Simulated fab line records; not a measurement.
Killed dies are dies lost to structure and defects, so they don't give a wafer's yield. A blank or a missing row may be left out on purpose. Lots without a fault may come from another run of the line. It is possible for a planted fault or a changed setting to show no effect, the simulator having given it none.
Which tool is to blame? | flow sky130 | 36 wafers sampled from 12 lots at 1 step of a route of 708

## WHAT THE GAUGES SHOWED, per wafer
SKY_NWELL_RS_MEAS_31: a four-point-probe measurement.
lot  | measured     | on            | PWDE_RS (ohm/sq)
L075 | day 5 11:50  | film-metro-02 | 5276 5282 5304
L077 | day 6 00:57  | film-metro-03 | 5263 5260 5252
L079 | day 6 11:47  | film-metro-01 | 5277 5280 5280
L081 | day 6 21:40  | film-metro-01 | 5249 5239 5260
L083 | day 7 04:29  | film-metro-02 | 5286 5259 5270
L085 | day 7 12:39  | film-metro-03 | 5288 5276 5286
L087 | day 7 20:24  | film-metro-02 | 5233 5248 5254
L089 | day 8 03:22  | film-metro-02 | 5249 5239 5233
L091 | day 8 09:18  | film-metro-02 | 5274 5263 5277
L092 | day 14 06:55 | film-metro-02 | 5284 5277 5268
L095 | day 14 07:37 | film-metro-02 | 5267 5260 5258
L096 | day 14 08:34 | film-metro-01 | 5280 5262 5255

## EACH LOT AND THE TOOL THAT RAN IT (in order: tool; ch and the chambers of the sampled wafers; start)
Before these readings, the record contains no process step.

## THE ANSWER, worked out from the rows above alone
Rule: usual is defined by the lots themselves. The widest of any qualifying gaps counts: lots, ordered by their means at a reading, are off when they make up no more than a third of the lots, leave a main group of 4 or more, and stand apart from it by 3 or more times the standard deviation of that group's means. The tables above print the reading to a certain number of digits; a main group whose means all agree to those digits is not used. Also off: a lot with no number at a reading for which 4 or more lots have one. Where the step has rows for the other lots, those lots are counted as sound.
No lot is off at any reading shown: from this, nothing can be told.

## WHAT THE SIMULATOR HAD PUT IN
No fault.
